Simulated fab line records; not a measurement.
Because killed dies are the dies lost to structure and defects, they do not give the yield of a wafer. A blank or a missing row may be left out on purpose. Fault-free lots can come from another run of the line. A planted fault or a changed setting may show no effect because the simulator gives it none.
A single fault, viewed from 2 desks -- flow gf180mcu -- numbers are kept per desk, each desk with only its own; the story behind them comes last

TOOL OWNER'S DESK, wet-bench-03
The tool's own readings at GF_SAB_WET_ETCH_12 (etches SiO2 in dHF, target depth 22 nm, time 440 s): means of the sampled wafers that have a number, for each lot that ran on this tool. A lot is out of limits, marked OUT, if its mean lies more than 4 standard deviations from the usual mean; the brackets give that distance.
Columns: A = run-length-s at GF_SAB_WET_ETCH_12, usual 468 s; B = temp-c at GF_SAB_WET_ETCH_12, usual 25.01 C
lot,first seen here,A,B
L256,day 19 14:27,472,24.99
L257,day 20 06:31,524 (+16) OUT,25.00
L260,day 21 02:58,523 (+16) OUT,24.90
This desk's verdict: out of limits on L257, L260, starting with L257 at day 20 06:31 (run-length-s at GF_SAB_WET_ETCH_12). In limits: L256.

METROLOGY DESK
Lot by lot, what the gauges showed, no matter which tool ran the lot: averages of those sampled wafers that carry a number. A lot is out of limits, marked OUT, if its mean lies more than 4 standard deviations from the usual mean; the brackets give that distance.
Columns: A = SAB_CVD_00_THK at GF_SAB_THK_MEAS_01, usual 50.0 nm; B = cd-nm at GF_SAB_CD_MEAS_09, usual 420.0 nm; C = SAB_OVL at GF_SAB_OVL_MEAS_10, usual -1.0 nm
lot,first seen here,A,B,C
L244,day 14 02:24,50.3,422.9,-0.6
L256,day 18 14:18,49.5,418.2,-1.7
L257,day 19 06:12,49.8,420.6,-0.9
L260,day 20 02:39,50.6,418.3,0.6
L263,day 21 09:18,50.1,419.5,0.1
L266,day 21 20:21,49.5,425.6,-0.1
This desk found nothing out of limits on any of the 6 lots.

BROUGHT TOGETHER
The tool owner's desk had the chance to raise an alarm at day 20 06:31 on L257, L260.
Metrology desk: nothing out of limits seen.
The metrology desk holds a record of L257, L260, inside its limits.
On wet-bench-03, each named lot ran GF_SAB_WET_ETCH_12.

WHAT WAS PUT IN BY THE SIMULATOR
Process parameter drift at GF_SAB_WET_ETCH_12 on wet-bench-03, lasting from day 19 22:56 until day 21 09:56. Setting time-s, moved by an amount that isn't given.
Shown lots that were struck: L257, L260.
How many hours passed from the start of the fault until each desk's first out-of-limits reading: the tool owner's desk, 8.
